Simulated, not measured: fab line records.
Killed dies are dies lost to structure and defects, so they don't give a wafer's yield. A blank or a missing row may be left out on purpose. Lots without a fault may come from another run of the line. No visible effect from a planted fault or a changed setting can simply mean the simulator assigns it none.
fab line records	flow sky130
record lots=5	wafers=15	last-day=49
route steps=708 shown SONOS_ONO@171 PAD_OPEN@708
lots that met no fault: from a run of the same line without faults
start-h: hours from the record's opening day to when the first of the lot's shown wafers began	wait-h: time in hours since the lot's previous step	" unchanged from the row above	L1.1+2: one row covering several wafers at once	- value missing, or start not given	* or withheld: withheld	< > ~ a bound
route shown NAME@n: a module of which the file shows steps, and the number in the route of the first	usual: mean/standard deviation of fault-free wafers	same: alike in all rows	chamber/n: place in a boat	sites: each site's reading	_std_site: standard deviation across them	_edge_site: outer sites' mean less inner sites'	radius-mm: how far each site lies from the wafer's centre	mask NAME#n: copy n	behind: the tool/chamber that last shaped the wafer	hold: cause of the lot's hold/its duration in hours/its outcome	device: the transistor (n, p or np) that didn't switch	end of line: the same wafers' tests at the end of the route	where a step has no rows: the recipe by itself	killed: the dies lost at the first sort to structure and to defects; this is not the yield of the wafer	map: a wafer's dies, marking killed ones x, the rest . and places with no die _
set.NAME: the setting as run; set.NAME@STEP: as run at that earlier step	model.NAME: the simulator's own value behind a step, which no gauge read
lots at selected steps of the route; one table per step, one row per wafer
services: a tool's chamber out of use, with start hour (start-h, from the record's first day; less than 0 if before it), hours out, and reason
## steps
# step SKY_SONOS_ONO_THK_MEAS_03
# recipe reads=Si3N4_of_SONOS_ONO_CVD_02
# usual SONOS_ONO_CVD_02_THK=10.47/0.14
lot.wafer	tool	chamber	start-h	wait-h	SONOS_ONO_CVD_02_THK[nm]
L416.2	film-metro-01	-	286.20	0.0	10.91
L416.3	"	-	"	"	10.85
L416.5	"	-	"	"	10.78
L418.2	film-metro-01	-	290.00	0.0	10.49
L418.4	"	-	"	"	10.34
L418.5	"	-	"	"	10.61
L419.2	film-metro-03	-	308.22	0.0	10.54
L419.4	"	-	"	"	10.45
L419.6	"	-	"	"	10.46
L425.4	film-metro-01	-	341.74	0.0	10.47
L425.5	"	-	"	"	10.62
L425.6	"	-	"	"	10.61
L432.1	film-metro-04	-	395.70	0.0	10.53
L432.5	"	-	"	"	10.60
L432.6	"	-	"	"	10.45
# step SKY_SONOS_ONO_CVD_04
# recipe material=SiO2	precursor=SiH4/N2O	target-thk-nm=5.7199	temp-c=900	pressure-mtorr=400
# step SKY_SONOS_ONO_THK_MEAS_05
# recipe reads=SiO2_of_SONOS_ONO_CVD_04
# usual SONOS_ONO_CVD_04_THK=5.70/0.097
lot.wafer	tool	chamber	start-h	wait-h	SONOS_ONO_CVD_04_THK[nm]
L416.2	film-metro-01	-	287.51	0.0	5.81
L416.3	"	-	"	"	5.81
L416.5	"	-	"	"	5.80
L418.2	film-metro-04	-	291.31	0.0	5.60
L418.4	"	-	"	"	5.54
L418.5	"	-	"	"	5.57
L419.2	film-metro-03	-	309.53	0.0	5.60
L419.4	"	-	"	"	5.61
L419.6	"	-	"	"	5.65
L425.4	film-metro-04	-	343.05	0.0	5.68
L425.5	"	-	"	"	5.77
L425.6	"	-	"	"	5.72
L432.1	film-metro-04	-	397.64	0.0	5.69
L432.5	"	-	"	"	5.75
L432.6	"	-	"	"	5.56
# step SKY_SONOS_ONO_DEHYDRATE_06
# recipe temp-c=200	time-s=60
# step SKY_SONOS_ONO_HMDS_07
# recipe prime-time-s=60	prime-temp-c=120
# step SKY_SONOS_ONO_COAT_08
# recipe resist=NOVOLAK	spin-rpm=3065	resist-thk-nm=1140
# step SKY_SONOS_ONO_SOFTBAKE_09
# recipe temp-c=90	time-s=60	resist=NOVOLAK
# step SKY_SONOS_ONO_EXPOSE_10
# recipe mask-id=ONOM	target-cd-nm=410	na=0.6	source-shape=conventional	sigma-outer=0.6	dose-mj=150
# step SKY_SONOS_ONO_PEB_11
# recipe temp-c=withheld	time-s=*	resist=NOVOLAK
# step SKY_SONOS_ONO_DEVELOP_12
# recipe develop-time-s=60	dev-temp-c=23
# step SKY_SONOS_ONO_CD_MEAS_13
# recipe target-cd-nm=410
# usual cd-nm=408.3/2.3
lot.wafer	tool	chamber	start-h	wait-h	cd-nm
L416.2	cd-sem-01	-	312.78	0.1	406.3
L416.3	"	-	"	"	409.0
L416.5	"	-	"	"	410.1
L418.2	cd-sem-01	-	316.17	0.1	405.5
L418.4	"	-	"	"	407.1
L418.5	"	-	"	"	408.5
L419.2	cd-sem-02	-	334.89	0.1	408.8
L419.4	"	-	"	"	408.8
L419.6	"	-	"	"	408.7
L425.4	cd-sem-01	-	369.81	0.1	405.2
L425.5	"	-	"	"	406.4
L425.6	"	-	"	"	407.3
L432.1	cd-sem-01	-	426.87	0.1	412.8
L432.5	"	-	"	"	412.9
L432.6	"	-	"	"	411.7
# step SKY_SONOS_ONO_OVL_MEAS_14
# usual SONOS_ONO_OVL=-0.1/1.2
lot.wafer	tool	chamber	start-h	wait-h	SONOS_ONO_OVL[nm]
L416.2	overlay-01	-	312.88	0.1	-1.2
L416.3	"	-	"	"	0.7
L416.5	"	-	"	"	-0.4
L418.2	overlay-02	-	316.30	0.1	0.4
L418.4	"	-	"	"	0.0
L418.5	"	-	"	"	0.7
L419.2	overlay-02	-	335.00	0.1	0.7
L419.4	"	-	"	"	1.0
L419.6	"	-	"	"	-0.4
L425.4	overlay-01	-	369.89	0.1	1.0
L425.5	"	-	"	"	1.3
L425.6	"	-	"	"	1.0
L432.1	overlay-01	-	426.99	0.1	-1.1
L432.5	"	-	"	"	0.3
L432.6	"	-	"	"	0.9
# step SKY_SONOS_ONO_ETCH_15
# recipe target-depth-nm=19.52	chemistry=CHF3/O2	source-w=600	bias-w=200	pressure-mtorr=40	chf3-flow-sccm=50	O2_flow_sccm=5	time-s=7.8
# usual drypump-motor-current-A=5.7/0.4	oes-product-au=1.000/0.013	rf-fwd-power-W=588.2/2.6	throttle-valve-pct=8.823/0.0092
lot.wafer	tool	chamber	start-h	wait-h	drypump-motor-current-A	oes-product-au	rf-fwd-power-W	rf-hours-counter-h	throttle-valve-pct	model.etch.depth-nm	model.SONOS_ONO.feature-depth-nm	model.NOVOLAK_of_SONOS_ONO_COAT_08.thk-nm
L416.2	rie-diel-04	2	312.91	0.0	5.1	1.002	585.4	61	8.835	19.62	19.62	1104
L416.3	"	1	"	"	5.8	1.003	586.9	42	8.840	19.35	19.35	1107
L416.5	"	2	"	"	5.1	0.998	582.2	-	8.837	19.61	19.61	1103
L418.2	rie-diel-02	0	316.33	0.0	5.6	0.996	592.1	49	8.826	19.19	19.19	1111
L418.4	"	3	"	"	5.9	1.000	591.1	25	8.803	19.52	19.52	1113
L418.5	"	3	"	"	5.9	0.994	589.6	-	8.817	19.38	19.38	1112
L419.2	rie-diel-03	1	335.03	0.0	5.4	1.006	588.3	6	8.821	19.59	19.59	1112
L419.4	"	0	"	"	6.0	1.004	587.5	38	8.833	19.97	19.97	1113
L419.6	"	0	"	"	6.1	1.012	588.2	-	8.835	19.9	19.9	1114
L425.4	rie-diel-03	1	369.91	0.0	5.4	1.005	588.5	7	8.830	19.7	19.7	1112
L425.5	"	0	"	"	6.1	1.017	587.7	-	8.829	20.21	20.21	1111
L425.6	"	1	"	"	5.4	1.011	590.7	-	8.819	19.68	19.68	1113
L432.1	rie-diel-03	0	427.03	0.0	6.0	1.013	-	39	8.820	11.06	11.06	1124
L432.5	"	3	"	"	6.2	0.984	-	-	8.825	10.48	10.48	1126
L432.6	"	0	"	"	6.0	1.018	-	-	8.816	11	11	1122
# step SKY_SONOS_ONO_WET_ETCH_16
# recipe chemistry=dHF	target-depth-nm=14	dry=n2-spin	target=SiO2	dilution=100:1	temp-c=25	time-s=280
# step SKY_SONOS_ONO_STRIP_17
# recipe chemistry=O2/N2	power-w=1400	pressure-mtorr=1500	platen-temp-c=withheld	o2-flow-sccm=3000	n2-flow-sccm=300	overash-fraction=0.5
# usual drypump-motor-current-A=6.0/0.46	oes-product-au=0.709/0.0048	strip-time-to-endpoint-s=13.96/0.036
lot.wafer	tool	chamber	start-h	wait-h	drypump-motor-current-A	oes-product-au	rf-hours-counter-h	strip-time-to-endpoint-s
L416.2	plasma-asher-03	0	313.02	0.0	5.7	0.711	62	13.89
L416.3	"	1	"	"	6.4	0.701	-	13.91
L416.5	"	0	"	"	5.7	0.709	-	13.85
L418.2	plasma-asher-03	1	316.44	0.0	6.4	0.704	62	13.95
L418.4	"	1	"	"	6.4	0.710	-	13.97
L418.5	"	0	"	"	5.7	0.700	-	13.99
L419.2	plasma-asher-02	0	335.13	0.0	6.0	0.711	16	13.97
L419.4	"	0	"	"	6.0	0.713	-	13.98
L419.6	"	1	"	"	5.4	0.711	-	13.98
L425.4	plasma-asher-03	1	370.05	0.0	6.4	0.699	-	13.96
L425.5	"	1	"	"	6.4	0.702	-	13.95
L425.6	"	0	"	"	5.7	0.702	-	13.98
L432.1	plasma-asher-02	1	427.13	0.0	5.4	0.709	26	14.11
L432.5	"	0	"	"	6.0	0.706	-	14.13
L432.6	"	1	"	"	5.4	0.707	-	14.07
# step SKY_SONOS_ONO_WET_ETCH_18
# recipe chemistry=H3PO4	target-depth-nm=15	target=Si3N4	temp-c=160	time-s=172
# step SKY_PAD_OPEN_PROBE_99
# usual killed_at_M0_to_M3=44/6.8	killed_at_M4_up=2.9/1.7	killed-at-contacts=24/5.2	killed-at-front-end=15/4	killed-at-other=0.2/0.44	killed-dies=86/9.9	killed-open=47/7.9	killed-short=39/6.3
# same gross-dies=492	killed-at-back-side=0
lot.wafer	tool	chamber	start-h	wait-h	killed_at_M0_to_M3	killed_at_M4_up	killed-at-contacts	killed-at-front-end	killed-at-other	killed-dies	killed-open	killed-short	model.etest.nfet_16v.r-on-ohm-um	model.etest.pfet_16v.r-on-ohm-um	model.etest.pfet-g5v0d10v5.r-on-ohm-um	model.etest.nfet-g5v0d10v5.r-on-ohm-um	model.etest.nfet-g5v0d10v5.drive-ua-um	model.etest.tip-sonos.rs-ohm-sq	model.etest.nfet_05v0_nvt.drive-ua-um	model.etest.nfet_16v.drive-ua-um
L416.2	prober-01	-	1097.60	0.1	41	4	25	13	1	84	50	34	1.441e+04	1.489e+04	4759	1906	592.9	2715	569	215.2
L416.3	prober-01	-	1097.65	0.2	36	2	15	13	0	66	30	36	1.438e+04	1.482e+04	4717	1920	595.8	2676	571.7	217.6
L416.5	prober-01	-	1097.75	0.2	45	4	23	21	0	93	53	40	1.448e+04	1.54e+04	4801	1929	593.1	2678	571.4	216.2
L418.2	prober-01	-	1107.07	0.1	36	4	21	14	0	75	52	23	1.399e+04	1.5e+04	4714	1869	613	2680	583.2	226.4
L418.4	prober-01	-	1107.17	0.2	44	1	31	17	0	93	59	32	1.409e+04	1.533e+04	4676	1873	607.7	2740	575.8	225.3
L418.5	prober-01	-	1107.22	0.2	40	2	23	15	1	81	45	36	1.38e+04	1.501e+04	4663	1826	632.6	2633	591.1	228.3
L419.2	prober-02	-	1118.83	0.1	49	2	27	16	1	95	51	44	1.418e+04	1.532e+04	4757	1877	610.6	2587	580.5	220.9
L419.4	prober-02	-	1118.93	0.2	49	2	29	14	0	94	57	37	1.409e+04	1.503e+04	4751	1871	616.2	2570	579	223.2
L419.6	prober-02	-	1119.03	0.2	45	1	31	11	0	88	53	35	1.426e+04	1.561e+04	4749	1862	610.8	2606	577.1	218.3
L425.4	prober-02	-	1143.99	0.2	55	3	33	15	0	106	58	47	1.43e+04	1.588e+04	4768	1882	605.5	2733	570	216.9
L425.5	prober-02	-	1144.04	0.2	45	4	35	18	0	102	57	45	1.436e+04	1.601e+04	4772	1898	586.2	2806	557.6	212.2
L425.6	prober-02	-	1144.09	0.2	43	4	29	11	0	87	54	32	1.421e+04	1.53e+04	4784	1902	586.2	2794	562.8	216.4
L432.1	prober-01	-	1178.43	0.1	52	2	25	15	1	95	48	46	1.757e+04	1.684e+04	5422	2407	404.4	2767	430.8	135.1
L432.5	prober-01	-	1178.63	0.2	43	0	22	15	0	80	37	43	1.748e+04	1.668e+04	5580	2459	400.3	2819	421	133.2
L432.6	prober-01	-	1178.68	0.2	33	5	21	10	0	69	41	28	1.758e+04	1.646e+04	5522	2417	399.1	2783	420.6	132.7
# killed by level:class
L416.2 CONTACT:geometric-particle:open=14 VIA3:geometric-particle:open=11 VIA2:geometric-particle:open=7 METAL1:geometric-particle:short=7 METAL2:geometric-particle:short=7 LOCAL_INTERCONNECT:geometric-particle:short=5 FIELD_ISO:geometric-particle:open=4 FIELD_ISO:geometric-particle:short=3
L416.3 VIA1:geometric-particle:open=6 VIA3:geometric-particle:open=6 CONTACT:geometric-particle:open=5 VIA3:geometric-particle:short=5 FIELD_ISO:geometric-particle:short=4 LI_CONTACT:geometric-particle:short=4 METAL1:geometric-particle:short=4 METAL2:geometric-particle:short=4
L416.5 CONTACT:geometric-particle:open=9 VIA3:geometric-particle:open=9 LI_CONTACT:geometric-particle:open=8 METAL2:geometric-particle:short=8 VIA1:geometric-particle:open=6 VIA2:geometric-particle:open=6 FIELD_ISO:geometric-particle:open=5 FIELD_ISO:geometric-particle:short=4
L418.2 VIA1:geometric-particle:open=10 VIA3:geometric-particle:open=10 LI_CONTACT:geometric-particle:open=7 FIELD_ISO:geometric-particle:open=6 CONTACT:geometric-particle:open=6 VIA2:geometric-particle:open=5 LI_CONTACT:geometric-particle:short=3 CONTACT:geometric-particle:short=3
L418.4 VIA1:geometric-particle:open=12 CONTACT:geometric-particle:open=10 LI_CONTACT:geometric-particle:open=9 VIA3:geometric-particle:open=8 FIELD_ISO:geometric-particle:open=7 METAL1:geometric-particle:short=7 CONTACT:geometric-particle:short=5 FIELD_ISO:geometric-particle:short=4
L418.5 CONTACT:geometric-particle:open=11 VIA1:geometric-particle:open=10 VIA1:geometric-particle:short=6 LI_CONTACT:geometric-particle:open=6 VIA2:geometric-particle:open=6 METAL1:geometric-particle:short=5 METAL2:geometric-particle:short=4 FIELD_ISO:geometric-particle:short=3
L419.2 LI_CONTACT:geometric-particle:open=10 METAL2:geometric-particle:short=10 VIA3:geometric-particle:open=8 VIA2:geometric-particle:open=7 VIA1:geometric-particle:open=7 CONTACT:geometric-particle:open=6 FIELD_ISO:geometric-particle:open=5 METAL3:geometric-particle:short=5
L419.4 VIA1:geometric-particle:open=15 FIELD_ISO:geometric-particle:open=8 LI_CONTACT:geometric-particle:open=8 LOCAL_INTERCONNECT:geometric-particle:short=7 CONTACT:geometric-particle:open=7 VIA2:geometric-particle:open=7 FIELD_ISO:geometric-particle:short=5 METAL1:geometric-particle:short=5
L419.6 VIA1:geometric-particle:open=15 CONTACT:geometric-particle:open=13 LI_CONTACT:geometric-particle:open=7 LOCAL_INTERCONNECT:geometric-particle:short=6 METAL2:geometric-particle:short=6 VIA1:geometric-particle:short=5 VIA3:geometric-particle:open=4 FIELD_ISO:geometric-particle:open=3
L425.4 CONTACT:geometric-particle:open=13 METAL1:geometric-particle:short=10 VIA2:geometric-particle:open=9 VIA3:geometric-particle:open=9 VIA1:geometric-particle:open=8 LI_CONTACT:geometric-particle:open=6 LOCAL_INTERCONNECT:geometric-particle:short=6 METAL2:geometric-particle:short=5
L425.5 CONTACT:geometric-particle:open=14 VIA3:geometric-particle:open=9 VIA2:geometric-particle:open=8 LOCAL_INTERCONNECT:geometric-particle:short=7 METAL2:geometric-particle:short=7 LI_CONTACT:geometric-particle:open=6 METAL1:geometric-particle:short=6 POLY_GATE:geometric-particle:short=5
L425.6 LI_CONTACT:geometric-particle:open=11 CONTACT:geometric-particle:open=9 VIA1:geometric-particle:open=9 VIA3:geometric-particle:open=8 VIA2:geometric-particle:open=7 POLY_GATE:geometric-particle:open=4 METAL1:geometric-particle:short=4 VIA1:geometric-particle:short=4
L432.1 METAL2:geometric-particle:short=9 FIELD_ISO:geometric-particle:open=8 VIA1:geometric-particle:open=8 VIA1:geometric-particle:short=8 CONTACT:geometric-particle:open=7 CONTACT:geometric-particle:short=6 VIA2:geometric-particle:open=6 LI_CONTACT:geometric-particle:open=5
L432.5 VIA1:geometric-particle:open=11 VIA1:geometric-particle:short=7 METAL2:geometric-particle:short=6 VIA3:geometric-particle:open=6 FIELD_ISO:geometric-particle:short=5 CONTACT:geometric-particle:short=5 CONTACT:geometric-particle:open=5 METAL3:geometric-particle:short=5
L432.6 VIA1:geometric-particle:open=10 CONTACT:geometric-particle:open=7 LI_CONTACT:geometric-particle:open=5 FIELD_ISO:geometric-particle:open=4 METAL1:geometric-particle:short=4 CONTACT:geometric-particle:short=4 LOCAL_INTERCONNECT:geometric-particle:short=3 VIA1:geometric-particle:short=3
## services
tool	chamber	start-h	hours	kind
rie-diel-04	0	294.59	5.3	repair
plasma-asher-02	-	310.34	15.1	repair
rie-diel-02	1	351.07	11.4	repair
rie-diel-04	2	397.48	1.8	repair
rie-diel-02	-	398.76	1.0	repair
rie-diel-03	2	412.07	5.2	repair
plasma-asher-03	-	416.80	2.8	pm
rie-diel-04	-	424.86	1.3	repair
## key
first-sign step=SKY_SONOS_ONO_STRIP_17	reading=strip-time-to-endpoint-s	direction=up	sigmas=4	usual=*	struck=*
effect none on later readings
model-effect step=SKY_SONOS_ONO_ETCH_15	value=etch.depth-nm	without=19.66	struck=10.85
model-effect step=SKY_PAD_OPEN_PROBE_99	value=etest.nfet_16v.r-on-ohm-um	without=1.388e+04	struck=1.754e+04
met-at SKY_SONOS_ONO_ETCH_15
struck-wafers L432.1,L432.5,L432.6
tester-left-out L432
onset-between 369.91 427.03
also-fits time
fault kind=process-parameter-drift	tool=rie-diel-03	chamber=-	onset-h=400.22	steps=SKY_SONOS_ONO_ETCH_15	channel=time-s	offset=*	shape=step	end-h=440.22	acts-in=*	stated=*
# tester-left-out: of these lots the tester's yield and bins aren't shown, on N5 and GAA mostly nor the transistor test; their killed dies are dies lost to structure and defects alone, not to doping, threshold or leakage, so they don't give the yield
